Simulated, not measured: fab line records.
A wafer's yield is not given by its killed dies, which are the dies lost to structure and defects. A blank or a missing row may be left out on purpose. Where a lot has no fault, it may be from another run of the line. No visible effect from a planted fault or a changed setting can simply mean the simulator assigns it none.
fab line records	flow gf180mcu
record lots=13	wafers=39	lastDay=35
route steps=602 shown DUAL_GATE@152 HV_LDD@183
lots untouched by any fault: they come from a run of this same line in which no faults occurred
startH: start of the lot's first displayed wafer, in hours after the record's first day	waitH: how many hours have passed since the lot's step before this one	" as in the row above	L1.1+2: one row covering several wafers at once	- value missing, or start not given	* or withheld: withheld	< > ~ a bound
route shown NAME@n: NAME is a module with steps in the file, n the number in the route of the first one	usual: mean/standard deviation of fault-free wafers	same: alike in all rows	chamber/n: place in a boat	sites: the reading at each site	_std_site: the standard deviation of these	_edge_site: outer sites' mean less inner sites'	radiusMm: for every site, how far away it sits from the centre of the wafer	mask NAME#n: copy n	behind: the last tool/chamber to shape the wafer	hold: cause of the lot's hold/its duration in hours/its outcome	device: which transistor (n, p or np) failed to switch	end of line: at the end of the route, the tests of the same wafers	a step with no rows: only its recipe	killed: dies lost to structure and defects at the first sort, not the wafer's yield	map: a wafer's dies, marking killed ones x, the rest . and places with no die _
set.NAME: the run value of the setting; set.NAME@STEP: its run value at that earlier step	model.NAME: the simulator's own value behind a step, which no gauge read
a sample of lots followed through the steps of the route, with each step as a table and each wafer as a row
services: a tool's chamber out of use, with start hour (startH, from the record's first day; less than 0 if before it), hours out, and reason
## steps
# step GF_DUAL_GATE_OVL_MEAS_11
# usual DUAL_GATE_OVL=-0.4/1.3
lot.wafer	tool	chamber	startH	waitH	DUAL_GATE_OVL[nm]
L510.4	overlay-02	-	194.19	0.1	2.3
L510.5	"	-	"	"	1.2
L510.6	"	-	"	"	2.8
L511.1	overlay-02	-	199.23	0.1	-1.2
L511.2	"	-	"	"	-1.0
L511.3	"	-	"	"	-0.6
L512.1	overlay-01	-	211.67	0.1	-0.7
L512.2	"	-	"	"	0.2
L512.4	"	-	"	"	1.1
L514.1	overlay-02	-	222.38	0.1	3.7
L514.3	"	-	"	"	2.4
L514.4	"	-	"	"	1.7
L516.1	overlay-01	-	235.52	0.1	-1.8
L516.5	"	-	"	"	-2.9
L516.6	"	-	"	"	-4.0
L517.2	overlay-02	-	238.68	0.1	-0.4
L517.5	"	-	"	"	-3.0
L517.6	"	-	"	"	-1.9
L522.1	overlay-01	-	275.77	0.1	-0.6
L522.3	"	-	"	"	-0.1
L522.4	"	-	"	"	-2.1
L523.1	overlay-01	-	280.62	0.1	-0.9
L523.3	"	-	"	"	-0.5
L523.4	"	-	"	"	1.1
L524.1	overlay-02	-	285.47	0.1	-1.5
L524.2	"	-	"	"	-0.4
L524.5	"	-	"	"	1.2
L525.4	overlay-01	-	294.79	0.1	0.5
L525.5	"	-	"	"	-0.3
L525.6	"	-	"	"	-1.8
L528.1	overlay-01	-	313.67	0.1	-0.4
L528.3	"	-	"	"	-0.2
L528.4	"	-	"	"	-1.3
L530.1	overlay-02	-	328.12	0.1	-0.9
L530.3	"	-	"	"	1.8
L530.6	"	-	"	"	0.5
L532.3	overlay-02	-	345.88	0.1	-0.4
L532.5	"	-	"	"	0.7
L532.6	"	-	"	"	0.0
# step GF_HV_LDD_CD_MEAS_07
# recipe targetCdNm=400
# usual cdNm=399.7/2.1
lot.wafer	tool	chamber	startH	waitH	cdNm
L510.4	cdSem-01	-	236.24	0.1	398.3
L510.5	"	-	"	"	397.9
L510.6	"	-	"	"	398.8
L511.1	cdSem-01	-	241.89	0.1	397.4
L511.2	"	-	"	"	399.1
L511.3	"	-	"	"	399.1
L512.1	cdSem-01	-	255.56	0.1	401.5
L512.2	"	-	"	"	398.5
L512.4	"	-	"	"	401.5
L514.1	cdSem-02	-	269.62	0.1	400.2
L514.3	"	-	"	"	401.6
L514.4	"	-	"	"	403.7
L516.1	cdSem-01	-	283.57	0.1	399.7
L516.5	"	-	"	"	399.9
L516.6	"	-	"	"	400.7
L517.2	cdSem-02	-	284.53	0.1	403.2
L517.5	"	-	"	"	407.3
L517.6	"	-	"	"	404.4
L522.1	cdSem-01	-	322.52	0.1	400.7
L522.3	"	-	"	"	400.4
L522.4	"	-	"	"	401.5
L523.1	cdSem-02	-	328.82	0.1	403.9
L523.3	"	-	"	"	401.9
L523.4	"	-	"	"	402.5
L524.1	cdSem-01	-	335.27	0.1	396.3
L524.2	"	-	"	"	398.3
L524.5	"	-	"	"	397.3
L525.4	cdSem-01	-	342.57	0.1	397.2
L525.5	"	-	"	"	395.1
L525.6	"	-	"	"	399.1
L528.1	cdSem-01	-	362.62	0.1	401.8
L528.3	"	-	"	"	401.0
L528.4	"	-	"	"	401.8
L530.1	cdSem-02	-	379.52	0.1	399.1
L530.3	"	-	"	"	399.3
L530.6	"	-	"	"	399.7
L532.3	cdSem-01	-	397.15	0.1	396.6
L532.5	"	-	"	"	399.9
L532.6	"	-	"	"	398.8
# step GF_HV_LDD_IMPLANT_35
# recipe species=P	energyKev=60	doseCm2=7.5e+12	tiltDeg=30	rotationDeg=180
# usual doseIonsCm2=7.498e+12/7.6e+09	endStationPressureTorr=5.03e-06/2.8e-07	faradayCurrentUA=42.4/0.83
lot.wafer	tool	chamber	startH	waitH	doseIonsCm2	endStationPressureTorr	faradayCurrentUA
L510.4	implanter-03	0	275.76	0.1	7.487e+12	5.09e-06	44.1
L510.5	"	0	"	"	7.498e+12	5.44e-06	43.9
L510.6	"	0	"	"	7.49e+12	5.19e-06	41.9
L511.1	implanter-02	0	282.03	0.1	7.499e+12	5.09e-06	44.5
L511.2	"	0	"	"	7.486e+12	4.82e-06	43.5
L511.3	"	0	"	"	7.489e+12	5.55e-06	42.7
L512.1	implanter-04	0	296.53	0.1	7.506e+12	5.13e-06	43.6
L512.2	"	0	"	"	7.499e+12	5.03e-06	42.2
L512.4	"	0	"	"	7.499e+12	4.88e-06	42.9
L514.1	implanter-03	0	310.76	0.1	7.507e+12	5.44e-06	41.7
L514.3	"	0	"	"	7.479e+12	5.48e-06	42.4
L514.4	"	0	"	"	7.488e+12	4.88e-06	41.9
L516.1	implanter-02	0	326.87	0.1	7.494e+12	5.17e-06	41.6
L516.5	"	0	"	"	7.49e+12	4.87e-06	41.5
L516.6	"	0	"	"	7.489e+12	4.91e-06	41.4
L517.2	implanter-04	0	327.59	0.1	7.505e+12	5.18e-06	41.8
L517.5	"	0	"	"	7.497e+12	5.26e-06	44.0
L517.6	"	0	"	"	7.508e+12	5.23e-06	43.0
L522.1	implanter-04	0	367.62	0.1	7.59e+11	4.93e-06	4.1
L522.3	"	0	"	"	7.43e+11	5.34e-06	4.4
L522.4	"	0	"	"	7.59e+11	4.81e-06	4.3
L523.1	implanter-04	0	373.77	0.1	7.4e+11	4.7e-06	4.2
L523.3	"	0	"	"	7.37e+11	4.74e-06	4.3
L523.4	"	0	"	"	7.56e+11	4.97e-06	4.4
L524.1	implanter-03	0	383.86	0.1	7.497e+12	4.53e-06	43.3
L524.2	"	0	"	"	7.506e+12	4.67e-06	41.7
L524.5	"	0	"	"	7.49e+12	4.53e-06	43.9
L525.4	implanter-04	0	389.20	0.1	7.55e+11	5.18e-06	4.3
L525.5	"	0	"	"	7.53e+11	5.15e-06	4.1
L525.6	"	0	"	"	7.47e+11	5.3e-06	4.2
L528.1	implanter-02	0	410.48	0.1	7.505e+12	5.09e-06	41.2
L528.3	"	0	"	"	7.507e+12	4.87e-06	42.2
L528.4	"	0	"	"	7.499e+12	5.21e-06	43.1
L530.1	implanter-02	0	427.93	0.1	7.501e+12	4.55e-06	42.3
L530.3	"	0	"	"	7.485e+12	4.96e-06	43.4
L530.6	"	0	"	"	7.499e+12	4.92e-06	41.7
L532.3	implanter-02	0	447.43	0.1	7.494e+12	5.21e-06	43.0
L532.5	"	0	"	"	7.5e+12	4.68e-06	43.1
L532.6	"	0	"	"	7.491e+12	4.76e-06	42.6
# step GF_HV_LDD_TW_MEAS_38
# usual HV_LDD_3_TW=1446/11
lot.wafer	tool	chamber	startH	waitH	HV_LDD_3_TW
L510.4	filmMetro-04	-	276.11	0.1	1455
L510.5	"	-	"	"	1451
L510.6	"	-	"	"	1452
L511.1	filmMetro-01	-	282.43	0.1	1424
L511.2	"	-	"	"	1423
L511.3	"	-	"	"	1428
L512.1	filmMetro-03	-	296.93	0.1	1454
L512.2	"	-	"	"	1453
L512.4	"	-	"	"	1450
L514.1	filmMetro-01	-	311.16	0.1	1426
L514.3	"	-	"	"	1426
L514.4	"	-	"	"	1433
L516.1	filmMetro-04	-	327.27	0.1	1449
L516.5	"	-	"	"	1449
L516.6	"	-	"	"	1438
L517.2	filmMetro-01	-	327.97	0.1	1433
L517.5	"	-	"	"	1433
L517.6	"	-	"	"	1435
L522.1	filmMetro-03	-	368.02	0.1	1338
L522.3	"	-	"	"	1337
L522.4	"	-	"	"	1343
L523.1	filmMetro-04	-	374.17	0.1	1344
L523.3	"	-	"	"	1334
L523.4	"	-	"	"	1340
L524.1	filmMetro-03	-	384.26	0.1	1449
L524.2	"	-	"	"	1455
L524.5	"	-	"	"	1449
L525.4	filmMetro-04	-	389.55	0.1	1343
L525.5	"	-	"	"	1340
L525.6	"	-	"	"	1336
L528.1	filmMetro-04	-	410.88	0.1	1447
L528.3	"	-	"	"	1445
L528.4	"	-	"	"	1447
L530.1	filmMetro-04	-	428.33	0.1	1452
L530.3	"	-	"	"	1448
L530.6	"	-	"	"	1443
L532.3	filmMetro-01	-	447.80	0.1	1424
L532.5	"	-	"	"	1429
L532.6	"	-	"	"	1428
# step GF_HV_LDD_RS_MEAS_53
# recipe thkMeasGauge=four-point-probe
# usual HV_LDD_RS=419.0/0.84
lot.wafer	tool	chamber	startH	waitH	HV_LDD_RS[ohm/sq]
L510.4	filmMetro-01	-	297.06	0.1	417.1
L510.5	"	-	"	"	416.4
L510.6	"	-	"	"	418.0
L511.1	filmMetro-04	-	303.19	0.1	419.5
L511.2	"	-	"	"	419.7
L511.3	"	-	"	"	420.1
L512.1	filmMetro-04	-	317.86	0.1	418.8
L512.2	"	-	"	"	420.6
L512.4	"	-	"	"	420.1
L514.1	filmMetro-01	-	332.99	0.1	419.1
L514.3	"	-	"	"	418.2
L514.4	"	-	"	"	418.7
L516.1	filmMetro-01	-	349.15	0.1	418.2
L516.5	"	-	"	"	418.7
L516.6	"	-	"	"	418.5
L517.2	filmMetro-01	-	349.48	0.1	419.3
L517.5	"	-	"	"	419.1
L517.6	"	-	"	"	419.2
L522.1	filmMetro-04	-	391.06	0.1	439.4
L522.3	"	-	"	"	439.4
L522.4	"	-	"	"	438.6
L523.1	filmMetro-04	-	397.80	0.1	438.4
L523.3	"	-	"	"	436.9
L523.4	"	-	"	"	437.3
L524.1	filmMetro-03	-	408.81	0.1	419.3
L524.2	"	-	"	"	419.9
L524.5	"	-	"	"	419.4
L525.4	filmMetro-04	-	413.12	0.1	438.0
L525.5	"	-	"	"	437.5
L525.6	"	-	"	"	437.9
L528.1	filmMetro-01	-	436.29	0.1	420.2
L528.3	"	-	"	"	419.1
L528.4	"	-	"	"	418.6
L530.1	filmMetro-03	-	454.44	0.1	417.7
L530.3	"	-	"	"	417.5
L530.6	"	-	"	"	417.6
L532.3	filmMetro-04	-	473.66	0.1	419.2
L532.5	"	-	"	"	418.5
L532.6	"	-	"	"	420.2
# step GF_HV_LDD_THK_MEAS_55
# recipe reads=SiO2_of_HV_LDD_CVD_54
# usual HV_LDD_CVD_54_THK=10.01/0.16
lot.wafer	tool	chamber	startH	waitH	HV_LDD_CVD_54_THK[nm]
L510.4	filmMetro-01	-	298.68	0.0	9.90
L510.5	"	-	"	"	9.93
L510.6	"	-	"	"	9.81
L511.1	filmMetro-03	-	304.84	0.0	10.00
L511.2	"	-	"	"	10.05
L511.3	"	-	"	"	10.24
L512.1	filmMetro-04	-	319.00	0.0	9.90
L512.2	"	-	"	"	9.95
L512.4	"	-	"	"	10.00
L514.1	filmMetro-04	-	334.66	0.0	9.90
L514.3	"	-	"	"	9.97
L514.4	"	-	"	"	9.90
L516.1	filmMetro-04	-	350.29	0.0	9.91
L516.5	"	-	"	"	9.88
L516.6	"	-	"	"	9.93
L517.2	filmMetro-03	-	350.61	0.0	10.02
L517.5	"	-	"	"	10.11
L517.6	"	-	"	"	9.98
L522.1	filmMetro-03	-	392.20	0.0	10.29
L522.3	"	-	"	"	10.25
L522.4	"	-	"	"	10.26
L523.1	filmMetro-04	-	398.95	0.0	9.88
L523.3	"	-	"	"	9.90
L523.4	"	-	"	"	9.96
L524.1	filmMetro-03	-	409.95	0.0	9.95
L524.2	"	-	"	"	9.82
L524.5	"	-	"	"	9.87
L525.4	filmMetro-04	-	414.23	0.0	9.87
L525.5	"	-	"	"	10.00
L525.6	"	-	"	"	9.85
L528.1	filmMetro-01	-	437.43	0.0	10.05
L528.3	"	-	"	"	10.10
L528.4	"	-	"	"	10.10
L530.1	filmMetro-03	-	455.58	0.0	9.96
L530.3	"	-	"	"	9.98
L530.6	"	-	"	"	10.01
L532.3	filmMetro-04	-	476.06	0.0	9.90
L532.5	"	-	"	"	9.62
L532.6	"	-	"	"	9.76
## services
tool	chamber	startH	hours	kind
implanter-02	-	307.21	1.4	repair
implanter-02	-	311.76	5.5	pm
implanter-04	-	321.17	3.3	repair
implanter-02	-	323.54	1.2	repair
implanter-03	-	358.87	4.3	repair
implanter-02	-	420.73	3.9	pm
implanter-04	-	440.99	6.5	pm
## key
firstSign step=GF_HV_LDD_IMPLANT_35	reading=doseIonsCm2	direction=down	sigmas=99+	usual=7.498e+12	struck=7.5e+11
effect step=GF_HV_LDD_IMPLANT_35	reading=faradayCurrentUA	direction=down	sigmas=46	usual=42.4	struck=4.3
effect step=GF_HV_LDD_TW_MEAS_38	reading=HV_LDD_3_TW	direction=down	sigmas=9.4	usual=1446	struck=1339
effect step=GF_HV_LDD_RS_MEAS_53	reading=HV_LDD_RS	direction=up	sigmas=23	usual=419.0	struck=438.2
metAt GF_HV_LDD_IMPLANT_35
struckLots L522,L523,L525
testerLeftOut L522,L523,L525
notActingAt GF_DUAL_GATE_OVL_MEAS_11,GF_HV_LDD_CD_MEAS_07,GF_HV_LDD_THK_MEAS_55
onsetBetween 327.59 367.62
fault kind=processParameterDrift	tool=implanter-04	chamber=-	onsetH=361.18	steps=GF_HV_LDD_IMPLANT_35	channel=doseCm2	offset=-6.75e+12	shape=step	endH=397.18	actsIn=theseRecipesOnly	stated=7.5e+12
# testerLeftOut: of these lots the tester's yield and bins aren't shown, on N5 and GAA mostly nor the transistor test; their killed dies are dies lost to structure and defects alone, not to doping, threshold or leakage, so they don't give the yield
